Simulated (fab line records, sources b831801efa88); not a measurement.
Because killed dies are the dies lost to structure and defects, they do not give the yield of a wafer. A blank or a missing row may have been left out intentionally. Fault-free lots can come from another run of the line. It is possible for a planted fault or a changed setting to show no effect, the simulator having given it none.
Chamber matching | flow gf180mcu | GF_V2_CVD_02 on pecvd-02: 3 sister chambers
The step deposits SiO2 from TEOS, target thk 850 nm, time 94.851 s. 14 wafers are shown with their chamber, then 7 later ones without.

WAFERS, EACH WITH ITS CHAMBER
wafer  | chamber | heater power w (W) | rf fwd power W (W)
L074.1 | 2       | 799                | 598.1
L074.3 | 0       | 873                | 597.2
L074.5 | 2       | 665                | 599.5
L076.1 | 1       | 517                | 598.3
L076.2 | 0       | 894                | 594.2
L076.3 | 2       | 796                | 597.3
L085.3 | 0       | 858                | 595.9
L085.4 | 1       | 529                | 594.5
L085.5 | 0       | 890                | 599.1
L086.4 | 0       | 903                | 595.7
L086.5 | 2       | 801                | 598.0
L086.6 | 1       | 432                | 599.6
L090.2 | 1       | 503                | 597.3
L090.4 | 1       | 515                | 598.5

SIGNATURES (averages over the wafers above)
reading        | chamber 0 | chamber 1 | chamber 2 | scatter within a chamber
heater power w | 883.60    | 499.20    | 765.25    | 43.4
rf fwd power W | 596.420   | 597.640   | 598.225   | 1.68
Rule: distance of a wafer from a chamber = root of the sum over the readings of ((wafer's reading minus chamber's mean) / reading's scatter) squared. If the next closest chamber is less than 2 further off than the closest, the wafer can't be placed; otherwise it belongs to the closest. How the scatter is found: for the shown wafers, subtract from each reading the mean of its chamber, square and add these, divide the total by (wafers less chambers), then take the root.

WAFERS MISSING THEIR CHAMBER
wafer  | heater power w (W) | rf fwd power W (W)
L090.6 | 877                | 597.6
L091.1 | 438                | 598.6
L091.5 | 748                | 599.4
L091.6 | 483                | 598.7
L093.2 | 854                | 594.9
L093.4 | 799                | 596.5
L093.6 | 425                | 596.3

CHAMBER TAKEN BY EACH
wafer  | from the rows above     | in truth
L090.6 | can't be placed: 0 or 2 | 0
L091.1 | 1                       | 1
L091.5 | 2                       | 2
L091.6 | 1                       | 1
L093.2 | can't be placed: 0 or 2 | 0
L093.4 | can't be placed: 2 or 0 | 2
L093.6 | 1                       | 1
Correctly placed: 4 of 7. Can't be placed from these rows: 3 (the true chamber is among the candidates in 3). 0 placed wrongly.
